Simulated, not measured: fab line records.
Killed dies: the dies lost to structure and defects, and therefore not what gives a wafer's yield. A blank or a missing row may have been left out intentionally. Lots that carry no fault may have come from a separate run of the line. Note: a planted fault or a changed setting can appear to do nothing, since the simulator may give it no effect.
Which tool is to blame?    flow sky130    Sampling: 11 lots, 33 wafers, 5 of 708 route steps

== WHAT EACH GAUGE READ, for each wafer ==
SKY_VIA3_THK_MEAS_23: measures by xrf. Usual: VIA3_W_THK typically reads 380 nm, with standard deviation 5.1.
lot   measured      on             VIA3_W_THK (nm)  flag
L139  day 39 19:14  film_metro-02  377 380 382      
L140  day 40 16:29  film_metro-02  383 379 380      
L141  day 40 17:14  film_metro-04  385 380 386      
L143  day 41 17:07  film_metro-04  385 384 381      
L146  day 42 11:44  film_metro-01  381 376 384      
L148  day 43 01:58  film_metro-04  372 385 375      
L150  day 43 09:49  film_metro-02  380 387 385      
L149  day 43 11:55  film_metro-04  380 374 373      
L152  day 44 11:23  film_metro-01  368 377 378      
L161  day 46 12:46  film_metro-01  376 381 382      
L162  day 46 17:18  film_metro-01  381 385 387      

SKY_CAP2M_THK_MEAS_01. Usual: CAP2M_CVD_00_THK typically reads 15.60 nm, with standard deviation 0.23.
lot   measured      on             CAP2M_CVD_00_THK (nm)  flag
L139  day 39 19:46  film_metro-04  15.16 15.24 15.72      
L140  day 40 17:01  film_metro-03  15.66 15.58 15.56      
L141  day 40 17:46  film_metro-04  15.53 15.59 15.39      
L143  day 41 17:40  film_metro-03  15.68 15.83 15.79      
L146  day 42 12:20  film_metro-01  15.38 15.51 15.50      
L148  day 43 02:31  film_metro-01  15.31 15.46 15.58      
L150  day 43 10:21  film_metro-03  15.50 15.77 15.73      
L149  day 43 12:37  film_metro-03  15.56 16.02 15.80      
L152  day 44 11:55  film_metro-01  15.26 15.43 15.68      
L161  day 46 13:19  film_metro-04  14.33 15.58 16.12      
L162  day 46 17:55  film_metro-01  15.67 14.52 15.86      

SKY_CAP2M_OVL_MEAS_12. Usual: CAP2M_OVL typically reads -1.3 nm, with standard deviation 1.3.
lot   measured      on          CAP2M_OVL (nm)  flag
L139  day 40 20:35  overlay-02  -1.7 -2.3 -1.0  
L140  day 41 17:57  overlay-01  -3.1 -2.4 -1.9  
L141  day 41 18:23  overlay-02  0.6 -0.6 -0.8   
L143  day 42 17:11  overlay-02  -2.4 -2.7 -2.7  
L146  day 43 11:47  overlay-01  -2.9 -3.6 -2.8  
L148  day 44 01:02  overlay-02  -0.3 -4.3 -0.7  
L150  day 44 08:52  overlay-02  -1.6 -1.5 -3.4  
L149  day 44 11:07  overlay-01  -1.7 -2.1 -1.6  
L152  day 45 09:54  overlay-01  0.2 0.0 -1.4    
L161  day 47 10:11  overlay-02  -1.3 -2.0 -2.3  
L162  day 47 14:23  overlay-01  -1.0 -1.6 0.4   

== TOOL THAT RAN EACH LOT (tool first, then ch and the chambers of the sampled wafers, then the start) ==
lot   SKY_VIA3_CMP_02                SKY_CAP2M_CVD_00
L139  cmp-01 ch 1,2,3, day 38 16:16  pecvd-02 ch 0,1, day 39 19:44
L140  cmp-01 ch 1,2,3, day 39 14:04  pecvd-03 ch 1,2, day 40 17:00
L141  cmp-02 ch 0,1,2, day 39 15:14  pecvd-02 ch 0,1,2, day 40 17:45
L143  cmp-02 ch 1,2,3, day 40 14:58  pecvd-02 ch 0,1,2, day 41 17:37
L146  cmp-01 ch 0,1, day 41 09:47    pecvd-03 ch 0,1, day 42 12:17
L148  cmp-02 ch 0,1,3, day 42 01:12  pecvd-04 ch 1,2, day 43 02:29
L150  cmp-01 ch 0,1,2, day 42 08:59  pecvd-02 ch 0,1,2, day 43 10:20
L149  cmp-02 ch 2,3, day 42 10:43    pecvd-02 ch 0,2, day 43 12:34
L152  cmp-01 ch 0,1,3, day 43 11:13  pecvd-03 ch 0,2, day 44 11:54
L161  cmp-02 ch 0,1,3, day 45 13:48  pecvd-02 ch 1,2, day 46 13:17
L162  cmp-02 ch 1,2, day 45 18:20    pecvd-02 ch 1,2, day 46 17:48
- SKY_VIA3_CMP_02: polishes SiO2.
- SKY_CAP2M_CVD_00: deposits SiO2, target thk 15.5 nm.

== AS READ BY THE TOOLS THEMSELVES (means over the sampled wafers that have a number; for cases with no such wafer, the mark the record gives instead) ==
SKY_VIA3_CMP_02. Usual: head_pressure_psi 4.000 psi, standard deviation 0.01; motor_current_A 12.3 A, standard deviation 1.7.
lot   tool    head_pressure_psi (psi)  motor_current_A (A)  flag
L139  cmp-01  3.994                    13.1                 
L140  cmp-01  3.990                    13.1                 
L141  cmp-02  4.002                    12.3                 
L143  cmp-02  3.994                    12.5                 
L146  cmp-01  4.000                    12.9                 
L148  cmp-02  4.011                    12.2                 
L150  cmp-01  3.999                    14.0                 
L149  cmp-02  4.004                    11.6                 
L152  cmp-01  4.004                    11.9                 
L161  cmp-02  4.000                    11.9                 
L162  cmp-02  4.005                    12.9                 

SKY_CAP2M_CVD_00. Usual: heater_power_w reads 702 W (standard deviation 79).
lot   tool      heater_power_w (W)  flag
L139  pecvd-02  671                 
L140  pecvd-03  711                 
L141  pecvd-02  730                 
L143  pecvd-02  731                 
L146  pecvd-03  691                 
L148  pecvd-04  803                 
L150  pecvd-02  729                 
L149  pecvd-02  746                 
L152  pecvd-03  669                 
L161  pecvd-02  750                 
L162  pecvd-02  719                 

== THE ANSWER, worked out from the rows above alone ==
Rule: take the mean of a lot's wafers that have a number; if it is more than 3 standard deviations from the usual mean, the lot is off. Also off: a lot with no number at a reading for which 4 or more lots have one. All remaining lots with rows at the step are treated as sound. First the gauges in route order, then the tools' own readings, where a lot's mean is used as printed above. At the first step where some lot is off, the reading lying furthest off is the one used; lots without a number count as furthest.
No lot is off on any of the readings shown, so nothing can be concluded from this.

== WHAT THE SIMULATOR PUT IN ==
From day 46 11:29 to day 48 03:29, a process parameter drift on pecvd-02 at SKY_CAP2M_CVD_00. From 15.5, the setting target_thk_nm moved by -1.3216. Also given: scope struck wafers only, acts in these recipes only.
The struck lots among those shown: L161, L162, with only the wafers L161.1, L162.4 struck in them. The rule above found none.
